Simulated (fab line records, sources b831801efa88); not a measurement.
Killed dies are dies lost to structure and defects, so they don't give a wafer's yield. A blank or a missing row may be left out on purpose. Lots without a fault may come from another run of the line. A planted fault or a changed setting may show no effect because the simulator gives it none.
Which tool did it? | flow sky130 | 14 lots, 42 wafers sampled, at 4 steps of a route of 708

WHAT THE GAUGES READ, wafer by wafer
The record holds no reading of a measuring or inspecting step that can be judged against a usual standard deviation.

WHICH TOOL RAN EACH LOT (tool, then ch and the chambers of the sampled wafers, then the start)
lot  | SKY_FIELD_ISO_ETCH_15             | SKY_FIELD_ISO_ETCH_17           | SKY_NWELL_EXPOSE_20                 | SKY_NWELL_RTA_28
L882 | rie_diel-01 ch 1,2, day 2 14:44   | rie_si-01 ch 0,1, day 2 14:53   | iline_stepper-01 ch 0, day 5 11:03  | rtp_anneal-01 ch 0, day 5 20:08
L886 | rie_diel-04 ch 1,2,3, day 3 08:05 | rie_si-02 ch 0,2, day 3 08:14   | iline_stepper-01 ch 0, day 6 07:37  | rtp_anneal-02 ch 0, day 6 17:59
L887 | rie_diel-04 ch 1,2,3, day 3 11:44 | rie_si-02 ch 0,1,2, day 3 11:54 | iline_stepper-01 ch 0, day 6 13:53  | rtp_anneal-01 ch 0, day 6 23:59
L889 | rie_diel-02 ch 0,1,3, day 3 23:21 | rie_si-02 ch 0,1,2, day 3 23:30 | iline_stepper-01, day 7 03:46       | rtp_anneal-01 ch 0, day 7 14:23
L890 | rie_diel-01 ch 0,2,3, day 4 03:39 | rie_si-01 ch 0,2,3, day 4 03:48 | iline_stepper-02, day 7 10:08       | rtp_anneal-02 ch 0, day 7 20:46
L892 | rie_diel-01 ch 0,1,2, day 4 15:42 | rie_si-02 ch 0,2, day 4 15:51   | iline_stepper-01 ch 0, day 7 21:26  | rtp_anneal-01 ch 0, day 8 07:44
L895 | rie_diel-01 ch 0,1,3, day 5 06:27 | rie_si-01 ch 2,3, day 5 06:36   | iline_stepper-01 ch 0, day 8 16:30  | rtp_anneal-01 ch 0, day 9 03:48
L897 | rie_diel-02 ch 0,1,3, day 5 20:14 | rie_si-01 ch 0,3, day 5 20:24   | iline_stepper-02 ch 0, day 9 05:19  | rtp_anneal-02 ch 0, day 9 16:44
L898 | rie_diel-02 ch 0,1, day 6 00:02   | rie_si-02 ch 0,2,3, day 6 00:11 | iline_stepper-02 ch 0, day 9 10:40  | rtp_anneal-02 ch 0, day 9 22:40
L899 | rie_diel-04 ch 0,2,3, day 6 04:08 | rie_si-01 ch 1,2,3, day 6 04:18 | iline_stepper-01 ch 0, day 9 15:44  | rtp_anneal-01 ch 0, day 10 03:52
L901 | rie_diel-04 ch 0,2,3, day 6 14:02 | rie_si-02 ch 1,2,3, day 6 14:11 | iline_stepper-02 ch 0, day 10 02:54 | rtp_anneal-01 ch 0, day 10 14:26
L902 | rie_diel-01 ch 0,1, day 6 19:29   | rie_si-01 ch 1,3, day 6 19:38   | iline_stepper-02 ch 0, day 10 07:04 | rtp_anneal-01 ch 0, day 10 19:02
L903 | rie_diel-02 ch 1,3, day 6 23:14   | rie_si-02 ch 2,3, day 6 23:23   | iline_stepper-02 ch 0, day 10 13:02 | rtp_anneal-02 ch 0, day 11 01:02
L904 | rie_diel-01 ch 1,2, day 7 04:56   | rie_si-01 ch 0,1,2, day 7 05:06 | iline_stepper-02 ch 0, day 10 17:40 | rtp_anneal-01 ch 0, day 11 05:49
- SKY_FIELD_ISO_ETCH_15: etches the open film in CHF3/O2, stops on Si, target depth 180 nm, time 72 s.
- SKY_FIELD_ISO_ETCH_17: etches Si in HBr/Cl2/O2, target depth 342 nm, time 97.7 s.
- SKY_NWELL_EXPOSE_20: exposes mask NWM COMPLEMENT, target cd 840 nm.
- SKY_NWELL_RTA_28: time 30 s.

WHAT THE TOOLS THEMSELVES READ (means of the sampled wafers that have a number; where no wafer has one, the mark that the record gives instead)
SKY_FIELD_ISO_ETCH_15. Usual: drypump_motor_current_A 5.8 A, standard deviation 0.52; oes_product_au 0.947 a.u., standard deviation 0.0066; throttle_valve_pct 8.845 %, standard deviation 0.0089.
lot  | tool        | drypump_motor_current_A (A) | oes_product_au (a.u.) | throttle_valve_pct (%) | flag
L882 | rie_diel-01 | 5.8                         | 0.948                 | 8.844                  |
L886 | rie_diel-04 | 5.3                         | 0.949                 | 8.841                  |
L887 | rie_diel-04 | 5.3                         | 0.938                 | 8.845                  |
L889 | rie_diel-02 | 5.9                         | 0.948                 | 8.846                  |
L890 | rie_diel-01 | 6.1                         | 0.942                 | 8.851                  |
L892 | rie_diel-01 | 6.0                         | 0.950                 | 8.848                  |
L895 | rie_diel-01 | 5.9                         | 0.946                 | 8.849                  |
L897 | rie_diel-02 | 5.9                         | 0.951                 | 8.857                  |
L898 | rie_diel-02 | 5.9                         | 0.939                 | 8.836                  |
L899 | rie_diel-04 | 5.5                         | 0.945                 | 8.847                  |
L901 | rie_diel-04 | 5.6                         | 0.948                 | 8.847                  |
L902 | rie_diel-01 | 6.3                         | 0.950                 | 8.848                  |
L903 | rie_diel-02 | 5.7                         | 0.946                 | 8.854                  |
L904 | rie_diel-01 | 5.8                         | 0.944                 | 8.847                  |

SKY_FIELD_ISO_ETCH_17. Usual: drypump_motor_current_A 5.7 A, standard deviation 0.47; mfc_cl2_sccm 40.02 sccm, standard deviation 0.13; oes_product_au 1.004 a.u., standard deviation 0.015; throttle_valve_pct 25.655 %, standard deviation 0.014.
lot  | tool      | drypump_motor_current_A (A) | mfc_cl2_sccm (sccm) | oes_product_au (a.u.) | throttle_valve_pct (%) | flag
L882 | rie_si-01 | 5.5                         | 40.17               | 1.000                 | 25.659                 |
L886 | rie_si-02 | 5.2                         | 39.87               | 0.986                 | 25.677                 |
L887 | rie_si-02 | 5.4                         | 40.05               | 1.004                 | 25.659                 |
L889 | rie_si-02 | 5.4                         | 39.90               | 1.007                 | 25.650                 |
L890 | rie_si-01 | 6.1                         | 40.11               | 1.004                 | 25.660                 |
L892 | rie_si-02 | 5.1                         | 40.07               | 1.000                 | 25.660                 |
L895 | rie_si-01 | 6.3                         | 40.18               | 1.004                 | 25.653                 |
L897 | rie_si-01 | 6.0                         | 39.98               | 1.001                 | 25.645                 |
L898 | rie_si-02 | 5.4                         | 40.07               | 1.000                 | 25.670                 |
L899 | rie_si-01 | 6.0                         | 39.97               | 1.014                 | 25.646                 |
L901 | rie_si-02 | 5.6                         | 40.19               | 1.003                 | 25.654                 |
L902 | rie_si-01 | 5.7                         | 40.04               | 1.012                 | 25.647                 |
L903 | rie_si-02 | 5.6                         | 40.21               | 0.999                 | 25.662                 |
L904 | rie_si-01 | 5.8                         | 40.05               | 0.997                 | 25.655                 |

SKY_NWELL_EXPOSE_20. Usual: exposure_dose_mJ_cm2 259.93, standard deviation 0.24; focus_offset_nm 0.1 nm, standard deviation 0.48; stage_vel_mm_s 500.04 mm/s, standard deviation 0.24.
lot  | tool             | exposure_dose_mJ_cm2 | focus_offset_nm (nm) | stage_vel_mm_s (mm/s) | flag
L882 | iline_stepper-01 | 259.85               | -0.7                 | 499.81                |
L886 | iline_stepper-01 | 260.05               | 0.1                  | 500.17                |
L887 | iline_stepper-01 | 259.98               | -0.1                 | 500.23                |
L889 | iline_stepper-01 | -                    | -                    | -                     | OFF
L890 | iline_stepper-02 | -                    | -                    | -                     | OFF
L892 | iline_stepper-01 | 259.93               | -0.2                 | 500.04                |
L895 | iline_stepper-01 | 260.05               | 0.4                  | 500.12                |
L897 | iline_stepper-02 | 260.11               | 0.1                  | 499.99                |
L898 | iline_stepper-02 | 259.82               | 0.1                  | 500.11                |
L899 | iline_stepper-01 | 260.04               | 0.3                  | 500.32                |
L901 | iline_stepper-02 | 259.85               | -0.1                 | 500.30                |
L902 | iline_stepper-02 | 260.19               | -0.9                 | 499.74                |
L903 | iline_stepper-02 | 259.89               | 0.2                  | 499.98                |
L904 | iline_stepper-02 | 260.18               | -0.0                 | 500.32                |

SKY_NWELL_RTA_28. Usual: lamp_power_pct 25.31 %, standard deviation 0.053; wafer_temp_C_max 1054.8, standard deviation 1.
lot  | tool          | lamp_power_pct (%) | wafer_temp_C_max | flag
L882 | rtp_anneal-01 | 25.31              | 1053.9           |
L886 | rtp_anneal-02 | 25.27              | 1054.4           |
L887 | rtp_anneal-01 | 25.30              | 1054.6           |
L889 | rtp_anneal-01 | 25.28              | 1055.2           |
L890 | rtp_anneal-02 | 25.29              | 1054.2           |
L892 | rtp_anneal-01 | 25.31              | 1053.9           |
L895 | rtp_anneal-01 | 25.29              | 1054.2           |
L897 | rtp_anneal-02 | 25.29              | 1054.6           |
L898 | rtp_anneal-02 | 25.32              | 1055.6           |
L899 | rtp_anneal-01 | 25.28              | 1053.7           |
L901 | rtp_anneal-01 | 25.34              | 1054.8           |
L902 | rtp_anneal-01 | 25.28              | 1054.9           |
L903 | rtp_anneal-02 | 25.34              | 1055.3           |
L904 | rtp_anneal-01 | 25.33              | 1055.0           |

THE ANSWER, worked out from the rows above alone
Rule: a lot is off if the mean of its wafers that have a number lies more than 3 standard deviations from the usual mean. A lot without any number at a reading at which 4 lots or more have one is off too. The other lots that the step has rows for count as sound. The gauges are gone through in route order, then the tools' own readings, and for those a lot's mean is taken as printed above. The first step at which some lot is off is used, and at that step the reading that is off furthest; a lot without a number counts as furthest.
Off: L889, L890, at SKY_NWELL_EXPOSE_20 (exposure_dose_mJ_cm2). Without a number there: L889, L890.
A tool fits if, at that step or a process step before it, it ran every lot that is off, and no sound lot after the first of them. None of those tried fits.

WHAT THE SIMULATOR HAD PUT IN
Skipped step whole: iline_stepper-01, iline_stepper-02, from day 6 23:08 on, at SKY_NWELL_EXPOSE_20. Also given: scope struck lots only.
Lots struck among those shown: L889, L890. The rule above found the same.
